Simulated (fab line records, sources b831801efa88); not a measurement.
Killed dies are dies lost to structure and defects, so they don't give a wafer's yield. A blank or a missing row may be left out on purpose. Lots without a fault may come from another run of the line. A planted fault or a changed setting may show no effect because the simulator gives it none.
One fault seen from 2 desks | flow gf180mcu | each desk has only its own numbers; what lay behind them comes last

THE TOOL OWNER'S DESK: rtp_anneal-01
The tool's own readings at GF_PSD_RTA_13 (time 20 s): means of the sampled wafers that have a number, for each lot that ran on this tool. A lot is out of limits, marked OUT, if its mean lies more than 4 standard deviations from the usual mean; the brackets give that distance.
Columns: A = lamp_power_pct at GF_PSD_RTA_13, usual 32.5 %; B = wafer_temp_C_max at GF_PSD_RTA_13, usual 1030.2
lot  | first seen here | A    | B
L352 | day 14 17:41    | 34.1 | 1029.9
L356 | day 16 01:46    | 34.1 | 1028.1
L359 | day 17 02:04    | 34.2 | 1029.3
L363 | day 18 14:11    | 36.8 | 1057.8 (+20) OUT
L364 | day 19 01:05    | 36.8 | 1057.5 (+20) OUT
L365 | day 19 10:23    | 36.8 | 1058.7 (+20) OUT
L373 | day 22 04:16    | 34.1 | 1028.8
L374 | day 22 10:51    | 34.2 | 1029.2
This desk's finding: out of limits on L363, L364, L365; first on L363, day 18 14:11 (wafer_temp_C_max at GF_PSD_RTA_13). In limits: L352, L356, L359, L373, L374.

THE METROLOGY DESK
What the gauges read, lot by lot, whatever tool the lot ran on: means of the sampled wafers that have a number. A lot is out of limits, marked OUT, if its mean lies more than 4 standard deviations from the usual mean; the brackets give that distance.
Columns: A = cd_nm at GF_HV_LDD_CD_MEAS_46, usual 399.6 nm; B = cd_nm at GF_NSD_CD_MEAS_07, usual 400.1 nm; C = NSD_RS at GF_PSD_RS_MEAS_14, usual 46.15 ohm/sq; D = PSD_RS at GF_PSD_RS_MEAS_15, usual 108.6 ohm/sq; E = SAB_OVL at GF_SAB_OVL_MEAS_10, usual 0.2 nm
lot  | first seen here | A     | B     | C               | D              | E
L352 | day 12 21:21    | 400.1 | 401.2 | 46.06           | 108.1          | -0.4
L353 | day 13 01:28    | 402.2 | 398.2 | 46.20           | 108.8          | -1.0
L354 | day 13 10:55    | 403.3 | 403.4 | 46.11           | 108.6          | -1.2
L355 | day 13 23:01    | 401.0 | 399.5 | 46.15           | 108.5          | 0.8
L356 | day 14 03:21    | 399.5 | 400.5 | 46.15           | 108.9          | 0.4
L359 | day 15 02:05    | 393.3 | 397.9 | 46.11           | 108.3          | 0.5
L360 | day 15 06:57    | 400.3 | 401.0 | 46.23           | 108.9          | 1.1
L363 | day 16 10:35    | 398.7 | 401.6 | 41.97 (-48) OUT | 97.1 (-34) OUT | 2.2
L364 | day 16 20:40    | 400.8 | 399.2 | 41.91 (-49) OUT | 96.7 (-35) OUT | -0.8
L365 | day 17 06:07    | 399.2 | 401.1 | 42.02 (-47) OUT | 97.0 (-34) OUT | 1.4
L367 | day 18 01:43    | 398.0 | 401.5 | 46.16           | 108.4          | -1.9
L371 | day 19 05:01    | 397.9 | 399.0 | 46.16           | 108.7          | 1.7
L372 | day 19 11:30    | 398.8 | 399.5 | 46.22           | 108.9          | 0.0
L373 | day 19 23:59    | 402.0 | 400.9 | 46.06           | 108.2          | -0.6
L374 | day 20 06:12    | 399.9 | 399.0 | 46.18           | 108.8          | -0.1
This desk's finding: out of limits on L363, L364, L365; first on L363, day 18 14:16 (NSD_RS at GF_PSD_RS_MEAS_14). In limits: L352, L353, L354, L355, L356, L359, L360, L367, L371, L372, L373, L374.

PUT TOGETHER
The tool owner's desk could have raised an alarm at day 18 14:11, on L363, L364, L365.
The metrology desk could have raised an alarm at day 18 14:16, on L363, L364, L365.
Of the lots named, all ran GF_PSD_RTA_13 on rtp_anneal-01.

WHAT THE SIMULATOR HAD PUT IN
Process parameter drift: rtp_anneal-01, from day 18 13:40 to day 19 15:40, at GF_PSD_RTA_13. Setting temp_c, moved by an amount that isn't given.
Lots struck among those shown: L363, L364, L365.
Hours from the fault's start to each desk's first reading out of limits: the tool owner's desk, 1; the metrology desk, 1.
